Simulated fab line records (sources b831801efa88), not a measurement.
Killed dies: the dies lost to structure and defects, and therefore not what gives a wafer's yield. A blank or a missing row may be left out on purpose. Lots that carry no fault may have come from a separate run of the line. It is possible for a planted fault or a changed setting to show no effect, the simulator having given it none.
Comparing a struck lot with a sound one	flow gf180mcu	15 out of 602 route steps
Sound: wafers L458.1, L458.2, L458.6. Struck: wafers L470.3, L470.6 (left out: L470.2, a lot-mate that was not struck); the cause follows at the end.
Each step with rows lists, per side, the tool, then ch with its chambers, then its first start. Under that, the readings that differ: sound wafers	struck wafers	difference of the means	sigmas: that difference in standard deviations of wafers without a fault.
alike: a reading whose means differ by less than 2 such deviations, as well as words and numbers matching on both sides. not compared: withheld readings; readings where some wafer has no value; bounds like >300 that might hide an equal value; numbers whose values overlap and for which the record gives no deviation.
A row with sigmas, a row that says differs or no value, or rows on one side alone: a step with any of these is where the two part. Non-overlapping numbers with no deviation appear without sigmas and do not part them. A reading missing from all wafers of one side parts the sides only when that side holds two or more wafers.

GF_HV_LDD_CD_MEAS_46 targets a cd of 400 nm.
  sound: cd_sem-01 at day 15 05:40; struck: cd_sem-02 at day 19 01:56
  alike: cd_nm
GF_HV_LDD_OVL_MEAS_47:
  sound: overlay-01 at day 15 05:47; struck: overlay-02 at day 19 02:02
  alike: HV_LDD_03_OVL
following that, these wafers have no rows for 1 step: GF_HV_LDD_IMPLANT_48.
GF_HV_LDD_STRIP_49: strips in O2/N2.
  sound on plasma_asher-02 ch 0,1, day 15 05:58; struck on plasma_asher-02 ch 0,1, day 19 02:13
  alike: drypump_motor_current_A, heater_power_w, oes_product_au, strip_time_to_endpoint_s
  not compared: rf_hours_counter_h
GF_HV_LDD_TW_MEAS_50:
  sound: film_metro-03 at day 15 06:04; struck: film_metro-04 at day 19 02:20
  alike: HV_LDD_4_TW
then, 1 step without rows for these wafers: GF_HV_LDD_CLEAN_51 (cleans in SC1/SC2, time 150 s).
GF_HV_LDD_RTA_52: time 10 s.
  sound on rtp_anneal-02 ch 0, day 15 06:10; struck on rtp_anneal-02 ch 0, day 19 02:26
  alike: anneal_temp_c_max, lamp_power_pct, wafer_temp_C_max
GF_HV_LDD_RS_MEAS_53: the measuring method here is four-point-probe.
  sound: film_metro-03 at day 15 06:14; struck: film_metro-01 at day 19 02:31
  alike: HV_LDD_RS
then, 1 step without rows for these wafers: GF_HV_LDD_CVD_54 (deposits SiO2 from TEOS, target thk 10 nm, time 75 s).
GF_HV_LDD_THK_MEAS_55:
  sound: film_metro-04 at day 15 07:53; struck: film_metro-04 at day 19 03:39
  alike: HV_LDD_CVD_54_THK
then, 1 step without rows for these wafers: GF_HV_LDD_CVD_56 (deposits Si3N4 from DCS/NH3, target thk 90 nm, time 1543 s).
GF_HV_LDD_THK_MEAS_57:
  sound: film_metro-03 at day 15 10:05; struck: film_metro-04 at day 19 05:08
  alike: HV_LDD_CVD_56_THK
GF_HV_LDD_ETCHBACK_58: etches Si3N4 in CH3F/O2, stops on SiO2, time 100 s, target depth 90 nm.
  sound on rie_diel-03 ch 0,1,2, day 15 10:09; struck on rie_diel-03 ch 1, day 19 05:11
reading	sound	struck	difference	sigmas
bias_w (W)	79.76 79.77 79.98	73.85 73.75	-6.04	-29
  alike: drypump_motor_current_A, oes_product_au, throttle_valve_pct
  not compared: rf_hours_counter_h
then, 1 step without rows for these wafers: GF_NSD_DEHYDRATE_00 (time 60 s).
GF_PASSIVATION_PROBE_99:
  sound wafers here have rows in the record (prober-02, day 31 12:46); struck ones have none

## WHERE THEY PART
First at GF_HV_LDD_ETCHBACK_58; last, within this record, at GF_PASSIVATION_PROBE_99.

WHY: whatever the simulator had introduced
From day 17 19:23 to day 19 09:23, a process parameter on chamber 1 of rie_diel-03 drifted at GF_HV_LDD_ETCHBACK_58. From 80, the setting bias_w moved by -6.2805. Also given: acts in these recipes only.
